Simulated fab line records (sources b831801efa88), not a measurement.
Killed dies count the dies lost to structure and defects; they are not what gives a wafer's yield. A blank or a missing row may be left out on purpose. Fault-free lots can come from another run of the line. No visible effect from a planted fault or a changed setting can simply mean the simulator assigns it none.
One fault through the eyes of 2 desks | flow sky130 | what lay behind the numbers comes last; until then each desk has only its own

== FROM THE METROLOGY DESK ==
What the gauges read for every lot (on any tool): the sampled wafers with a number, averaged. Marked OUT: a lot whose mean sits more than 4 standard deviations from the usual mean, which makes it out of limits; the brackets give that distance. 7 of its 8 readings are shown, namely those furthest out on some lot.
Columns: A = LDD_N_TW at SKY_LDD_N_TW_MEAS_17, usual 2561; B = cd nm at SKY_LDD_P_CD_MEAS_07, usual 381.1 nm; C = LDD_P_TW at SKY_LDD_P_TW_MEAS_11, usual 631; D = LDD_HVN_OVL at SKY_LDD_HVN_OVL_MEAS_07, usual -0.4 nm; E = LDD_HVN_TW at SKY_LDD_HVN_TW_MEAS_10, usual 1429; F = LDD_HVP_OVL at SKY_LDD_HVP_OVL_MEAS_07, usual 1.4 nm; G = LDD_HVP_TW at SKY_LDD_HVP_TW_MEAS_10, usual 452.8
lot  | first seen here | A    | B     | C   | D    | E    | F    | G
L246 | day 17 21:43    | 2558 | 379.3 | 635 | -0.8 | 1423 | 1.6  | 454.0
L248 | day 19 01:22    | 2548 | 380.5 | 636 | -0.8 | 1437 | 0.7  | 452.1
L249 | day 20 10:49    | 2546 | 383.9 | 636 | -1.2 | 1426 | -0.6 | 451.8
L253 | day 20 22:48    | 2562 | 381.3 | 627 | 0.4  | 1419 | 1.8  | 450.0
L254 | day 21 04:04    | 2545 | 378.0 | 625 | -0.4 | 1419 | 2.5  | 449.5
L255 | day 21 22:10    | 2548 | 380.4 | 624 | 0.9  | 1438 | -1.5 | 454.1
L256 | day 21 23:15    | 2540 | 381.6 | 628 | -1.4 | 1436 | -0.2 | 453.2
Finding of this desk: none of the 7 lots has anything out of limits.

== THE TOOL OWNER'S DESK: implanter-04 ==
The tool's own readings at SKY_LDD_P_IMPLANT_09: means of the sampled wafers that have a number, for each lot that ran on this tool. Marked OUT: a lot whose mean sits more than 4 standard deviations from the usual mean, which makes it out of limits; the brackets give that distance.
Columns: A = beam on s at SKY_LDD_P_IMPLANT_09, usual 10.01 s
lot  | first seen here | A
L246 | day 19 03:50    | 9.92
L253 | day 22 05:20    | 9.91
L254 | day 22 11:15    | 9.92
L255 | day 23 05:02    | 9.93
L256 | day 23 05:56    | 9.96
Finding of this desk: none of the 5 lots has anything out of limits.

== BROUGHT TOGETHER ==
The metrology desk saw nothing out of limits.
The tool owner's desk saw nothing out of limits.

== WHAT THE SIMULATOR HAD PUT IN ==
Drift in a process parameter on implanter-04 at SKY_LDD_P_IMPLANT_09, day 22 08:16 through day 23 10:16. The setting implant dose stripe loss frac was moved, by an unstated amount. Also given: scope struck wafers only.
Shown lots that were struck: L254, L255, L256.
